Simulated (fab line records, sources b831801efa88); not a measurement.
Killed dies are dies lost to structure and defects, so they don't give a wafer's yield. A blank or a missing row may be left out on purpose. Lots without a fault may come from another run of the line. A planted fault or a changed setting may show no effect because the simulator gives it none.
fab line records | flow sky130
record lots=13 wafers=39 last_day=50
route steps=708 shown GATE_OXIDE@189 RES_PROTECT@210 POLY_GATE@223 PAD_OPEN@708
lots that met no fault: from a run of the same line without faults
start_h: hours from the record's first day to the start of the lot's first wafer shown | wait_h: hours since the lot's step before | " the same as in the row above | L1.1+2: a row that stands for several wafers | - no value, or no start given | * or withheld: withheld | < > ~ a bound
route shown NAME@n: a module of which the file shows steps, and the number in the route of the first | usual: mean/standard deviation of fault-free wafers | same: alike in all rows | chamber/n: place in a boat | sites: the reading at each site | _std_site: their standard deviation | _edge_site: outer sites' mean less inner sites' | radius_mm: how far each site lies from the wafer's centre | mask NAME#n: copy n | behind: the tool/chamber that last shaped the wafer | hold: why the lot was held/for how many hours/how that ended | device: the transistor (n, p or np) that didn't switch | end of line: the same wafers' tests at the end of the route | a step without rows: its recipe alone | killed: dies lost to structure and defects at the first sort, not the wafer's yield | map: a wafer's dies, x killed, . not, _ none there
set.NAME: the setting as run; set.NAME@STEP: as run at that earlier step | model.NAME: the simulator's own value behind a step, which no gauge read
steps of the route over a sample of lots; a table a step, a row a wafer
services: from which hour (start_h, from the record's first day; less than 0 if before it) a tool's chamber was out of use, for how many hours, and why
## steps
# step SKY_GATE_OXIDE_THK_MEAS_02
# recipe reads=SiO2_of_GATE_OXIDE_OXIDATION_01
# usual GATE_OXIDE_OXIDATION_00_THK=10.21/0.2
# columns lot.wafer tool chamber start_h wait_h GATE_OXIDE_OXIDATION_00_THK[nm]
L861.1 film_metro-01 - 272.73 0.0 10.40
L861.4 " - " " 10.36
L861.6 " - " " 10.44
L863.2 film_metro-03 - 298.86 0.0 10.33
L863.4 " - " " 10.35
L863.5 " - " " 10.40
L865.1 film_metro-01 - 310.87 0.0 10.09
L865.3 " - " " 10.29
L865.5 " - " " 10.15
L866.1 film_metro-01 - 325.96 0.0 10.26
L866.5 " - " " 10.02
L866.6 " - " " 10.11
L867.1 film_metro-04 - 326.86 0.0 10.42
L867.2 " - " " 10.41
L867.4 " - " " 10.36
L869.1 film_metro-04 - 340.20 0.0 10.40
L869.2 " - " " 10.57
L869.4 " - " " 10.35
L870.3 film_metro-03 - 363.30 0.0 10.27
L870.5 " - " " 10.26
L870.6 " - " " 10.47
L871.2 film_metro-01 - 364.55 0.0 10.51
L871.3 " - " " 10.43
L871.6 " - " " 10.43
L878.1 film_metro-04 - 453.68 0.0 10.15
L878.3 " - " " 10.08
L878.6 " - " " 10.15
L879.1 film_metro-03 - 455.09 0.0 10.04
L879.4 " - " " 10.10
L879.6 " - " " 10.02
L882.3 film_metro-03 - 464.04 0.0 10.06
L882.4 " - " " 9.89
L882.5 " - " " 10.06
L881.2 film_metro-04 - 465.98 0.0 10.06
L881.5 " - " " 10.15
L881.6 " - " " 10.00
L883.1 film_metro-03 - 473.32 0.0 10.31
L883.2 " - " " 10.42
L883.3 " - " " 10.50
# step SKY_RES_PROTECT_EXPOSE_04
# recipe mask_id=RPM na=0.6 source_shape=conventional sigma_outer=0.6 polarization=unpolarized target_cd_nm=1270 dose_mj=131
# usual reticle_temp_C=23.00/0.11
# same na=0.6
# columns lot.wafer tool chamber start_h wait_h mask reticle_temp_C
L861.1 iline_stepper-02 0 315.18 - RPM#0 23.10
L861.4 " 0 " " RPM#0 23.11
L861.6 " 0 " " RPM#0 23.03
L863.2 iline_stepper-02 0 342.26 - RPM#0 23.02
L863.4 " 0 " " RPM#0 22.97
L863.5 " 0 " " RPM#0 23.10
L865.1 iline_stepper-02 0 356.50 - RPM#0 23.07
L865.3 " 0 " " RPM#0 23.06
L865.5 " 0 " " RPM#0 23.04
L866.1 iline_stepper-01 0 370.06 - RPM#0 23.03
L866.5 " 0 " " RPM#0 23.05
L866.6 " 0 " " RPM#0 23.16
L867.1 iline_stepper-02 0 373.70 - RPM#0 23.10
L867.2 " 0 " " RPM#0 22.89
L867.4 " 0 " " RPM#0 22.98
L869.1 iline_stepper-01 0 385.88 - RPM#0 22.88
L869.2 " 0 " " RPM#0 23.06
L869.4 " 0 " " RPM#0 23.01
L870.3 iline_stepper-01 0 408.81 - RPM#0 22.94
L870.5 " 0 " " RPM#0 22.87
L870.6 " 0 " " RPM#0 22.75
L871.2 iline_stepper-02 0 410.38 - TUNM#0 22.87
L871.3 " 0 " " TUNM#0 22.72
L871.6 " 0 " " TUNM#0 22.94
L878.1 iline_stepper-01 0 502.61 - RPM#0 22.91
L878.3 " 0 " " RPM#0 22.96
L878.6 " 0 " " RPM#0 22.87
L879.1 iline_stepper-02 0 503.56 - RPM#0 22.96
L879.4 " 0 " " RPM#0 23.06
L879.6 " 0 " " RPM#0 23.15
L882.3 iline_stepper-01 0 512.22 - RPM#0 23.14
L882.4 " 0 " " RPM#0 22.95
L882.5 " 0 " " RPM#0 23.03
L881.2 iline_stepper-01 0 517.20 - RPM#0 22.91
L881.5 " 0 " " RPM#0 22.87
L881.6 " 0 " " RPM#0 22.91
L883.1 iline_stepper-01 0 522.83 - RPM#0 22.87
L883.2 " 0 " " RPM#0 22.95
L883.3 " 0 " " RPM#0 23.01
# step SKY_RES_PROTECT_TW_MEAS_08
# usual POLY_GATE_TW=4039/50
# columns lot.wafer tool chamber start_h wait_h POLY_GATE_TW
L861.1 film_metro-02 - 328.44 0.1 4113
L861.4 " - " " 4101
L861.6 " - " " 4111
L863.2 film_metro-01 - 355.43 0.1 4050
L863.4 " - " " 4065
L863.5 " - " " 4054
L865.1 film_metro-02 - 370.37 0.1 4096
L865.3 " - " " 4103
L865.5 " - " " 4096
L866.1 film_metro-04 - 384.67 0.1 3999
L866.5 " - " " 3999
L866.6 " - " " 3977
L867.1 film_metro-04 - 388.49 0.1 3969
L867.2 " - " " 3967
L867.4 " - " " 3991
L869.1 film_metro-02 - 400.73 0.1 4111
L869.2 " - " " 4112
L869.4 " - " " 4130
L870.3 film_metro-01 - 423.11 0.1 4054
L870.5 " - " " 4048
L870.6 " - " " 4058
L871.2 film_metro-02 - 425.29 0.1 30
L871.3 " - " " 30
L871.6 " - " " 30
L878.1 film_metro-01 - 518.32 0.1 4025
L878.3 " - " " 4065
L878.6 " - " " 4053
L879.1 film_metro-01 - 519.27 0.1 4044
L879.4 " - " " 4042
L879.6 " - " " 4044
L882.3 film_metro-01 - 527.89 0.1 4066
L882.4 " - " " 4059
L882.5 " - " " 4063
L881.2 film_metro-04 - 532.63 0.1 3980
L881.5 " - " " 4022
L881.6 " - " " 3971
L883.1 film_metro-01 - 537.89 0.1 4037
L883.2 " - " " 4034
L883.3 " - " " 4048
# step SKY_POLY_GATE_SOFTBAKE_09
# recipe temp_c=100 time_s=91.84 resist=KrF-thick
# usual plate_sensor_t_centre_C=100.88/0.01 plate_sensor_t_edge_C=100.95/0.0093 resist_line_temp_C=22.99/0.11
# columns lot.wafer tool chamber start_h wait_h plate_sensor_t_centre_C plate_sensor_t_edge_C resist_line_temp_C
L861.1 litho_track-04 0 - - 100.88 100.96 23.11
L861.4 " 0 " " 100.88 100.96 23.05
L861.6 " 0 " " 100.88 100.96 22.84
L863.2 litho_track-01 0 - - 100.87 100.95 22.84
L863.4 " 0 " " 100.86 100.94 22.86
L863.5 " 0 " " 100.87 100.96 23.25
L865.1 litho_track-03 0 - - 100.88 100.94 23.05
L865.3 " 0 " " 100.88 100.97 23.00
L865.5 " 0 " " 100.88 100.96 23.01
L866.1 litho_track-04 0 - - 100.89 100.94 22.83
L866.5 " 0 " " 100.90 100.94 22.88
L866.6 " 0 " " 100.89 100.96 22.77
L867.1 litho_track-03 0 - - 100.90 100.95 23.08
L867.2 " 0 " " 100.90 100.95 23.00
L867.4 " 0 " " 100.89 100.96 23.17
L869.1 litho_track-03 0 - - 100.87 100.95 23.00
L869.2 " 0 " " 100.86 100.95 23.02
L869.4 " 0 " " 100.88 100.96 23.17
L871.2 litho_track-03 0 - - 100.88 100.95 22.90
L871.3 " 0 " " 100.90 100.96 23.03
L871.6 " 0 " " 100.87 100.96 23.06
L870.3 litho_track-01 0 - - 100.89 100.95 22.93
L870.5 " 0 " " 100.88 100.95 22.93
L870.6 " 0 " " 100.88 100.96 22.86
L878.1 litho_track-03 0 - - 100.91 100.97 22.94
L878.3 " 0 " " 100.91 100.97 22.97
L878.6 " 0 " " 100.89 100.95 23.00
L879.1 litho_track-03 0 - - 100.88 100.95 23.00
L879.4 " 0 " " 100.88 100.94 22.82
L879.6 " 0 " " 100.89 100.95 23.09
L882.3 litho_track-03 0 - - 100.90 100.97 23.01
L882.4 " 0 " " 100.89 100.96 22.92
L882.5 " 0 " " 100.87 100.96 23.09
L881.2 litho_track-03 0 - - 100.88 100.95 22.97
L881.5 " 0 " " 100.90 100.96 23.03
L881.6 " 0 " " 100.88 100.96 23.02
L883.1 litho_track-01 0 - - 100.88 100.97 22.88
L883.2 " 0 " " 100.89 100.95 22.98
L883.3 " 0 " " 100.90 100.95 22.96
# step SKY_POLY_GATE_CD_MEAS_13
# recipe target_cd_nm=150
# usual cd_nm=149.8/1.5
# columns lot.wafer tool chamber start_h wait_h cd_nm
L861.1 cd_sem-02 - 360.02 - 150.5
L861.4 " - " " 150.5
L861.6 " - " " 151.4
L863.2 cd_sem-02 - 388.99 - 149.5
L863.4 " - " " 149.2
L863.5 " - " " 150.4
L865.1 cd_sem-01 - 402.52 - 150.5
L865.3 " - " " 148.6
L865.5 " - " " 149.6
L866.1 cd_sem-01 - 415.78 - 151.9
L866.5 " - " " 152.2
L866.6 " - " " 150.6
L867.1 cd_sem-02 - 419.82 - 149.1
L867.2 " - " " 150.1
L867.4 " - " " 148.6
L869.1 cd_sem-02 - 433.13 - 149.4
L869.2 " - " " 150.5
L869.4 " - " " 148.3
L870.3 cd_sem-01 - 458.26 - 146.1
L870.5 " - " " 145.6
L870.6 " - " " 146.3
L871.2 cd_sem-02 - 458.29 - 150.2
L871.3 " - " " 152.4
L871.6 " - " " 151.5
L878.1 cd_sem-01 - 550.87 - 148.2
L878.3 " - " " 148.8
L878.6 " - " " 149.8
L879.1 cd_sem-01 - 551.73 - 149.5
L879.4 " - " " 149.5
L879.6 " - " " 150.6
L882.3 cd_sem-02 - 558.61 - 147.1
L882.4 " - " " 148.4
L882.5 " - " " 148.1
L881.2 cd_sem-02 - 563.89 - 149.0
L881.5 " - " " 146.8
L881.6 " - " " 147.6
L883.1 cd_sem-02 - 567.73 - 152.1
L883.2 " - " " 151.4
L883.3 " - " " 151.7
# step SKY_PAD_OPEN_PROBE_99
# usual killed_at_M0_to_M3=43/6.2 killed_at_M4_up=2.8/1.7 killed_at_contacts=24/4.8 killed_at_front_end=15/4.3 killed_at_other=0.3/0.55 killed_dies=85/8.4 killed_open=46/6.7 killed_short=38/6.2
# same gross_dies=492 killed_at_back_side=0
# columns lot.wafer tool chamber start_h wait_h killed_at_M0_to_M3 killed_at_M4_up killed_at_contacts killed_at_front_end killed_at_other killed_dies killed_open killed_short
L861.1 prober-01 - 1067.45 0.1 44 2 17 14 0 77 45 32
L861.4 prober-01 - 1067.60 0.2 27 5 20 16 0 68 40 28
L861.6 prober-01 - 1067.70 0.2 46 2 33 10 1 92 58 34
L863.2 prober-01 - 1082.64 0.1 38 5 26 12 0 81 43 38
L863.4 prober-01 - 1082.74 0.2 50 4 28 21 0 103 53 50
L863.5 prober-01 - 1082.79 0.2 42 5 29 13 0 89 38 51
L865.1 prober-01 - 1097.33 0.1 33 4 20 29 0 86 41 44
L865.3 prober-01 - 1097.43 0.2 46 4 30 12 0 92 46 46
L865.5 prober-01 - 1097.53 0.2 42 5 24 11 1 83 44 39
L866.1 prober-02 - 1102.14 0.1 41 1 20 10 0 72 36 36
L866.5 prober-02 - 1102.34 0.2 46 1 26 12 0 85 42 43
L866.6 prober-02 - 1102.39 0.2 54 3 25 11 0 93 54 39
L867.1 prober-01 - 1107.49 0.1 41 0 28 12 0 81 47 34
L867.2 prober-01 - 1107.54 0.1 47 3 34 10 0 94 55 39
L867.4 prober-01 - 1107.64 0.2 54 2 17 14 0 87 41 45
L869.1 prober-01 - 1116.57 0.1 41 3 23 20 0 87 51 36
L869.2 prober-01 - 1116.62 0.1 38 3 26 26 0 93 57 36
L869.4 prober-01 - 1116.72 0.2 45 3 31 18 0 97 63 34
L870.3 prober-02 - 1125.51 0.2 53 0 29 15 1 98 64 34
L870.5 prober-02 - 1125.61 0.2 43 1 23 11 0 78 47 31
L870.6 prober-02 - 1125.66 0.2 45 2 27 13 1 88 48 40
L871.2 prober-01 - 1131.65 0.1 41 4 25 11 1 82 36 46
L871.3 prober-01 - 1131.70 0.2 48 1 21 17 0 87 50 36
L871.6 prober-01 - 1131.85 0.2 31 2 22 19 0 74 41 33
L878.1 prober-02 - 1190.53 0.1 46 3 26 18 0 93 46 47
L878.3 prober-02 - 1190.63 0.2 60 1 28 15 0 104 57 47
L878.6 prober-02 - 1190.78 0.2 43 2 25 10 1 81 41 39
L879.1 prober-02 - 1194.37 0.1 35 7 31 12 0 85 49 36
L879.4 prober-02 - 1194.52 0.2 33 2 28 14 0 77 39 38
L879.6 prober-02 - 1194.62 0.2 35 2 19 13 0 69 43 26
L882.3 prober-01 - 1195.19 0.2 44 1 24 13 0 82 48 34
L882.4 prober-01 - 1195.24 0.2 40 1 18 16 0 75 41 34
L882.5 prober-01 - 1195.29 0.2 40 5 24 17 1 87 41 46
L881.2 prober-02 - 1195.92 0.1 39 2 19 13 0 73 30 42
L881.5 prober-02 - 1196.07 0.2 32 2 19 15 0 68 40 27
L881.6 prober-02 - 1196.12 0.2 53 2 26 17 0 98 49 48
L883.1 prober-01 - 1202.80 0.1 52 5 21 14 0 92 48 44
L883.2 prober-01 - 1202.85 0.1 47 1 16 13 0 77 40 37
L883.3 prober-01 - 1202.90 0.2 45 4 26 22 0 97 55 42
# killed by level:class
L861.1 VIA1:geometric_particle:open=12 CONTACT:geometric_particle:open=8 VIA3:geometric_particle:open=8 CONTACT:geometric_particle:short=6 VIA2:geometric_particle:open=6 VIA2:geometric_particle:short=5 FIELD_ISO:geometric_particle:short=3 FIELD_ISO:geometric_particle:open=3
L861.4 CONTACT:geometric_particle:open=7 VIA3:geometric_particle:open=6 VIA2:geometric_particle:open=6 LI_CONTACT:geometric_particle:open=5 VIA1:geometric_particle:open=5 FIELD_ISO:geometric_particle:short=4 POLY_GATE:geometric_particle:open=4 LOCAL_INTERCONNECT:geometric_particle:short=4
L861.6 VIA1:geometric_particle:open=20 CONTACT:geometric_particle:open=17 LI_CONTACT:geometric_particle:open=6 CONTACT:geometric_particle:short=5 LOCAL_INTERCONNECT:geometric_particle:short=5 VIA1:geometric_particle:short=4 METAL2:geometric_particle:short=4 VIA2:geometric_particle:open=4
L863.2 VIA1:geometric_particle:open=8 CONTACT:geometric_particle:open=7 LI_CONTACT:geometric_particle:open=7 VIA1:geometric_particle:short=7 VIA3:geometric_particle:open=4 LOCAL_INTERCONNECT:geometric_particle:short=4 METAL2:geometric_particle:short=4 FIELD_ISO:geometric_particle:open=3
L863.4 VIA1:geometric_particle:open=11 VIA3:geometric_particle:open=10 CONTACT:geometric_particle:open=7 METAL2:geometric_particle:short=7 FIELD_ISO:geometric_particle:open=6 CONTACT:geometric_particle:short=6 LI_CONTACT:geometric_particle:open=6 METAL1:geometric_particle:short=6
L863.5 VIA1:geometric_particle:open=11 FIELD_ISO:geometric_particle:short=8 CONTACT:geometric_particle:short=8 METAL1:geometric_particle:short=7 LI_CONTACT:geometric_particle:open=7 METAL2:geometric_particle:short=7 VIA2:geometric_particle:open=5 LOCAL_INTERCONNECT:geometric_particle:short=5
L865.1 FIELD_ISO:geometric_particle:short=12 POLY_GATE:geometric_particle:open=9 VIA1:geometric_particle:open=8 CONTACT:geometric_particle:open=6 VIA3:geometric_particle:open=6 METAL2:geometric_particle:short=5 LI_CONTACT:geometric_particle:open=5 CONTACT:geometric_particle:short=5
L865.3 CONTACT:geometric_particle:open=12 CONTACT:geometric_particle:short=10 VIA1:geometric_particle:open=10 FIELD_ISO:geometric_particle:open=7 METAL2:geometric_particle:short=7 VIA1:geometric_particle:short=6 METAL3:geometric_particle:short=4 VIA2:geometric_particle:open=4
L865.5 VIA1:geometric_particle:open=12 CONTACT:geometric_particle:open=8 METAL1:geometric_particle:short=6 VIA3:geometric_particle:open=6 LI_CONTACT:geometric_particle:open=5 LOCAL_INTERCONNECT:geometric_particle:short=5 CONTACT:geometric_particle:short=5 POLY_GATE:geometric_particle:open=4
L866.1 METAL2:geometric_particle:short=9 CONTACT:geometric_particle:open=8 VIA1:geometric_particle:open=8 LI_CONTACT:geometric_particle:open=5 POLY_GATE:geometric_particle:short=5 VIA1:geometric_particle:short=5 VIA3:geometric_particle:open=5 VIA2:geometric_particle:open=4
L866.5 VIA1:geometric_particle:open=13 METAL1:geometric_particle:short=10 CONTACT:geometric_particle:short=8 VIA2:geometric_particle:open=7 LI_CONTACT:geometric_particle:open=6 CONTACT:geometric_particle:open=6 FIELD_ISO:geometric_particle:short=5 METAL2:geometric_particle:short=5
L866.6 VIA1:geometric_particle:open=13 VIA2:geometric_particle:open=10 CONTACT:geometric_particle:open=10 METAL2:geometric_particle:short=8 LI_CONTACT:geometric_particle:open=7 POLY_GATE:geometric_particle:short=6 VIA3:geometric_particle:open=5 METAL1:geometric_particle:short=5
L867.1 VIA1:geometric_particle:open=12 VIA3:geometric_particle:open=12 CONTACT:geometric_particle:short=9 CONTACT:geometric_particle:open=9 METAL2:geometric_particle:short=6 LI_CONTACT:geometric_particle:open=4 FIELD_ISO:geometric_particle:short=3 LOCAL_INTERCONNECT:geometric_particle:short=3
L867.2 VIA1:geometric_particle:open=11 LI_CONTACT:geometric_particle:open=10 CONTACT:geometric_particle:open=8 VIA3:geometric_particle:open=8 VIA1:geometric_particle:short=5 LOCAL_INTERCONNECT:geometric_particle:short=5 CONTACT:geometric_particle:short=5 METAL1:geometric_particle:short=5
L867.4 VIA1:geometric_particle:open=11 VIA2:geometric_particle:open=10 METAL1:geometric_particle:short=6 CONTACT:geometric_particle:open=5 VIA1:geometric_particle:short=5 VIA3:geometric_particle:open=5 FIELD_ISO:geometric_particle:short=4 VIA3:geometric_particle:short=4
L869.1 LI_CONTACT:geometric_particle:open=9 VIA1:geometric_particle:open=8 VIA3:geometric_particle:open=7 POLY_GATE:geometric_particle:open=7 CONTACT:geometric_particle:short=7 VIA2:geometric_particle:open=7 METAL1:geometric_particle:short=4 CONTACT:geometric_particle:open=4
L869.2 LI_CONTACT:geometric_particle:open=10 VIA1:geometric_particle:open=8 CONTACT:geometric_particle:open=8 FIELD_ISO:geometric_particle:open=7 VIA2:geometric_particle:open=7 POLY_GATE:geometric_particle:short=6 VIA3:geometric_particle:open=6 VIA3:geometric_particle:short=5
L869.4 CONTACT:geometric_particle:open=13 LI_CONTACT:geometric_particle:open=11 VIA2:geometric_particle:open=11 VIA1:geometric_particle:open=10 POLY_GATE:geometric_particle:open=7 VIA3:geometric_particle:open=6 VIA1:geometric_particle:short=5 FIELD_ISO:geometric_particle:short=4
L870.3 VIA1:geometric_particle:open=15 CONTACT:geometric_particle:open=12 LI_CONTACT:geometric_particle:open=10 FIELD_ISO:geometric_particle:open=8 METAL2:geometric_particle:short=7 VIA3:geometric_particle:open=6 VIA1:geometric_particle:short=6 CONTACT:geometric_particle:short=4
L870.5 VIA1:geometric_particle:open=11 CONTACT:geometric_particle:open=10 CONTACT:geometric_particle:short=5 VIA3:geometric_particle:open=5 POLY_GATE:geometric_particle:short=4 METAL2:geometric_particle:open=4 POLY_GATE:geometric_particle:open=3 LI_CONTACT:geometric_particle:short=3
L870.6 CONTACT:geometric_particle:open=11 VIA2:geometric_particle:open=7 LI_CONTACT:geometric_particle:open=6 VIA1:geometric_particle:open=6 METAL2:geometric_particle:short=6 VIA3:geometric_particle:open=6 FIELD_ISO:geometric_particle:short=5 CONTACT:geometric_particle:short=5
L871.2 CONTACT:geometric_particle:open=10 VIA1:geometric_particle:open=9 METAL1:geometric_particle:short=7 CONTACT:geometric_particle:short=6 VIA1:geometric_particle:short=6 FIELD_ISO:geometric_particle:open=4 VIA2:geometric_particle:open=4 METAL4:geometric_particle:short=4
L871.3 VIA1:geometric_particle:open=12 CONTACT:geometric_particle:open=9 VIA2:geometric_particle:open=8 METAL1:geometric_particle:short=7 LI_CONTACT:geometric_particle:open=7 VIA3:geometric_particle:open=7 VIA1:geometric_particle:short=5 FIELD_ISO:geometric_particle:open=4
L871.6 CONTACT:geometric_particle:open=8 VIA1:geometric_particle:short=6 VIA2:geometric_particle:open=6 CONTACT:geometric_particle:short=5 POLY_GATE:geometric_particle:open=5 FIELD_ISO:geometric_particle:open=4 FIELD_ISO:geometric_particle:short=4 POLY_GATE:geometric_particle:short=4
L878.1 VIA1:geometric_particle:open=13 CONTACT:geometric_particle:open=9 LOCAL_INTERCONNECT:geometric_particle:short=8 FIELD_ISO:geometric_particle:short=6 METAL3:geometric_particle:short=6 METAL2:geometric_particle:short=6 POLY_GATE:geometric_particle:open=5 VIA3:geometric_particle:open=5
L878.3 VIA1:geometric_particle:open=13 LI_CONTACT:geometric_particle:open=11 METAL1:geometric_particle:short=9 CONTACT:geometric_particle:open=9 METAL2:geometric_particle:short=9 VIA3:geometric_particle:open=6 VIA1:geometric_particle:short=6 VIA2:geometric_particle:short=5
L878.6 VIA1:geometric_particle:open=11 CONTACT:geometric_particle:open=9 VIA3:geometric_particle:open=8 CONTACT:geometric_particle:short=5 FIELD_ISO:geometric_particle:short=4 FIELD_ISO:geometric_particle:open=4 LI_CONTACT:geometric_particle:short=4 VIA1:geometric_particle:short=4
L879.1 CONTACT:geometric_particle:open=10 VIA1:geometric_particle:open=9 CONTACT:geometric_particle:short=8 LI_CONTACT:geometric_particle:open=7 VIA2:geometric_particle:open=6 FIELD_ISO:geometric_particle:open=5 VIA2:geometric_particle:short=4 POLY_GATE:geometric_particle:open=3
L879.4 CONTACT:geometric_particle:open=10 VIA2:geometric_particle:open=8 VIA1:geometric_particle:open=7 CONTACT:geometric_particle:short=6 LOCAL_INTERCONNECT:geometric_particle:short=5 LI_CONTACT:geometric_particle:short=4 METAL1:geometric_particle:short=4 METAL2:geometric_particle:short=4
L879.6 CONTACT:geometric_particle:open=10 VIA1:geometric_particle:open=7 LI_CONTACT:geometric_particle:open=6 VIA3:geometric_particle:open=6 METAL1:geometric_particle:short=5 VIA1:geometric_particle:short=4 VIA2:geometric_particle:open=4 METAL2:geometric_particle:short=4
L882.3 LI_CONTACT:geometric_particle:open=11 VIA2:geometric_particle:open=8 VIA3:geometric_particle:open=8 POLY_GATE:geometric_particle:open=6 VIA1:geometric_particle:open=6 CONTACT:geometric_particle:open=5 METAL1:geometric_particle:short=5 METAL3:geometric_particle:short=5
L882.4 VIA1:geometric_particle:open=11 VIA3:geometric_particle:open=7 POLY_GATE:geometric_particle:open=5 LOCAL_INTERCONNECT:geometric_particle:short=5 VIA2:geometric_particle:open=5 METAL1:geometric_particle:short=4 FIELD_ISO:geometric_particle:open=3 SPACER:geometric_particle:short=3
L882.5 VIA1:geometric_particle:open=9 METAL1:geometric_particle:short=8 LI_CONTACT:geometric_particle:open=7 VIA3:geometric_particle:open=7 LOCAL_INTERCONNECT:geometric_particle:short=6 METAL3:geometric_particle:short=5 CONTACT:geometric_particle:open=4 METAL4:geometric_particle:short=4
L881.2 VIA1:geometric_particle:open=9 LOCAL_INTERCONNECT:geometric_particle:short=8 VIA3:geometric_particle:open=6 POLY_GATE:geometric_particle:short=5 VIA1:geometric_particle:short=5 CONTACT:geometric_particle:open=4 METAL1:geometric_particle:short=4 METAL2:geometric_particle:short=4
L881.5 VIA1:geometric_particle:open=8 LI_CONTACT:geometric_particle:open=7 CONTACT:geometric_particle:open=7 METAL1:geometric_particle:short=7 FIELD_ISO:geometric_particle:open=6 VIA2:geometric_particle:open=6 VIA3:geometric_particle:short=3 POLY_GATE:geometric_particle:short=2
L881.6 VIA1:geometric_particle:open=15 VIA1:geometric_particle:short=9 LI_CONTACT:geometric_particle:open=8 CONTACT:geometric_particle:open=8 METAL2:geometric_particle:short=6 METAL1:geometric_particle:short=5 FIELD_ISO:geometric_particle:open=4 LOCAL_INTERCONNECT:geometric_particle:short=4
L883.1 VIA1:geometric_particle:open=11 LI_CONTACT:geometric_particle:open=7 VIA2:geometric_particle:open=7 VIA3:geometric_particle:open=7 CONTACT:geometric_particle:open=6 VIA2:geometric_particle:short=6 METAL2:geometric_particle:short=6 CONTACT:geometric_particle:short=5
L883.2 VIA3:geometric_particle:open=9 VIA1:geometric_particle:open=7 CONTACT:geometric_particle:short=6 METAL1:geometric_particle:short=6 VIA2:geometric_particle:open=6 FIELD_ISO:geometric_particle:open=5 LI_CONTACT:geometric_particle:open=5 METAL2:geometric_particle:short=5
L883.3 CONTACT:geometric_particle:open=13 VIA1:geometric_particle:open=11 VIA1:geometric_particle:short=9 POLY_GATE:geometric_particle:short=7 POLY_GATE:geometric_particle:open=6 LI_CONTACT:geometric_particle:open=6 VIA3:geometric_particle:open=5 FIELD_ISO:geometric_particle:open=4
## services
# columns tool chamber start_h hours kind
iline_stepper-02 - 375.51 4.4 pm
iline_stepper-02 0 384.13 - calibration
iline_stepper-01 - 426.89 1.7 pm
iline_stepper-02 - 497.33 1.7 pm
iline_stepper-01 0 498.42 - calibration
iline_stepper-02 - 511.53 4.5 repair
iline_stepper-02 - 526.30 10.4 repair
litho_track-03 - 530.61 - consumable_replace:filter
iline_stepper-01 - 538.37 2.1 repair
## key
first_sign step=SKY_RES_PROTECT_EXPOSE_04 reading=mask direction=changed
effect step=SKY_RES_PROTECT_TW_MEAS_08 reading=POLY_GATE_TW direction=down sigmas=81 usual=4039 struck=30
met_at SKY_RES_PROTECT_EXPOSE_04
struck_lots L871
tester_left_out L871
not_acting_at SKY_GATE_OXIDE_THK_MEAS_02,SKY_POLY_GATE_SOFTBAKE_09,SKY_POLY_GATE_CD_MEAS_13
onset_between 373.70 410.38
fault kind=wrong_mask tool=any chamber=- onset_h=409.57 steps=SKY_RES_PROTECT_EXPOSE_04 aux_copy=TUNM#0 scope=struck_lots_only
# tester_left_out: of these lots the tester's yield and bins aren't shown, on N5 and GAA mostly nor the transistor test; their killed dies are dies lost to structure and defects alone, not to doping, threshold or leakage, so they don't give the yield
